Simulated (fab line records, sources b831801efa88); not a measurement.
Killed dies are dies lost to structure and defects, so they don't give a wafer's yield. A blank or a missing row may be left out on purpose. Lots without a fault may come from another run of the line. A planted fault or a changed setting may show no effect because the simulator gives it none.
Chamber matching | flow gf180mcu | GF_V4_CMP_04 on cmp-01: 4 sister chambers
The step polishes SiO2. 4 wafers are shown with their chamber, then 8 later ones without.

WAFERS WITH THEIR CHAMBER
wafer  | chamber | motor_current_A (A)
L882.5 | 2       | 11.6
L884.5 | 3       | 13.7
L884.6 | 0       | 12.3
L886.1 | 1       | 11.8

WAFERS WITHOUT THEIR CHAMBER
wafer  | motor_current_A (A)
L886.4 | 12.2
L886.5 | 12.3
L887.4 | 12.5
L887.5 | 11.8
L887.6 | 11.9
L891.4 | 11.6
L891.5 | 13.3
L891.6 | 12.3

WHICH CHAMBER EACH WENT THROUGH
wafer  | from the rows above          | in truth
L886.4 | can't be placed: 0 or 1      | 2
L886.5 | 0                            | 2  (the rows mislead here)
L887.4 | 0                            | 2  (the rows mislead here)
L887.5 | can't be placed: 1 or 2      | 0
L887.6 | can't be placed: 1 or 2 or 0 | 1
L891.4 | can't be placed: 2 or 1      | 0
L891.5 | 3                            | 3
L891.6 | 0                            | 0
Placed correctly: 2 of 8. Can't be placed from these rows: 4 (the true chamber is among the candidates in 1). Placed wrongly: 2.
How it was worked out, from the rows above alone: a wafer's distance from a chamber is the root of the sum, over the readings, of the square of ((its reading less the chamber's mean) divided by the reading's scatter). The wafer belongs to the nearest chamber; if the next one is less than 2 further off, it can't be placed. A chamber's mean is the mean of its shown wafers. The scatter: with one shown wafer a chamber, the root of the mean of the squares of how far each hidden wafer lies from its nearest shown one.
